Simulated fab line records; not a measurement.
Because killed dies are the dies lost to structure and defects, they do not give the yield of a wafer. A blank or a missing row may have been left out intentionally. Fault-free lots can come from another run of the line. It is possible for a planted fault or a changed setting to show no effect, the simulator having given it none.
2 desks, one fault | flow gf180mcu | every desk sees just its own numbers, and what lay behind them comes last

## FROM THE METROLOGY DESK
What the gauges read for every lot (on any tool): the sampled wafers with a number, averaged. Any lot whose mean is over 4 standard deviations away from the usual mean is out of limits and marked OUT; that distance is given in the brackets.
Columns: A = cdNm at GF_POLY_GATE_CD_MEAS_18, usual 280.8 nm
lot  | first seen here | A
L546 | day 9 14:13     | 281.1
L548 | day 9 19:28     | 279.1
L549 | day 10 01:51    | 279.8
L552 | day 11 03:56    | 280.5
L557 | day 12 13:14    | 282.7
L559 | day 13 06:59    | 282.9
L560 | day 13 15:58    | 280.5
L564 | day 14 18:25    | 279.0
L565 | day 15 02:12    | 280.5
L566 | day 15 08:02    | 280.3
L567 | day 15 10:23    | 280.8
L568 | day 16 03:20    | 281.9
L569 | day 16 04:40    | 279.8
Result from this desk: across the 13 lots, nothing is out of limits.

## AT THE TOOL OWNER'S DESK: plasmaAsher-03
The tool's own readings at GF_HV_LDD_STRIP_37 (strips in O2/N2): means of the sampled wafers that have a number, for each lot that ran on this tool. Any lot whose mean is over 4 standard deviations away from the usual mean is out of limits and marked OUT; that distance is given in the brackets.
Columns: A = drypumpMotorCurrentA at GF_HV_LDD_STRIP_37, usual 5.7 A; B = heaterPowerW at GF_HV_LDD_STRIP_37, usual 335 W; C = oesProductAu at GF_HV_LDD_STRIP_37, usual 0.716 a.u.; D = stripTimeToEndpointS at GF_HV_LDD_STRIP_37, usual 12.65 s
lot  | first seen here | A   | B   | C               | D
L546 | day 11 20:55    | 5.3 | 349 | 0.714           | 12.67
L552 | day 13 15:25    | 5.4 | 340 | 0.655 (-13) OUT | 12.63
L557 | day 15 02:40    | 5.6 | 334 | 0.661 (-12) OUT | 12.69
Finding of this desk: L552, L557 out of limits; the first was L552 at day 13 15:25, on oesProductAu at GF_HV_LDD_STRIP_37. In limits: L546.

## PUT TOGETHER
An alarm could have come from the tool owner's desk at day 13 15:25, on L552, L557.
The metrology desk saw nothing out of limits.
The metrology desk has L552, L557 on record, within its limits.
Every lot named ran GF_HV_LDD_STRIP_37 on plasmaAsher-03.

## WHAT HAD BEEN PUT IN BY THE SIMULATOR
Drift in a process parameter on plasmaAsher-03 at GF_HV_LDD_STRIP_37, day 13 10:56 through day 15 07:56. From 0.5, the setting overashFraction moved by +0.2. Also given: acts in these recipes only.
Lots struck among those shown: L552, L557.
Hours from the fault's start to each desk's first reading out of limits: the tool owner's desk, 4.
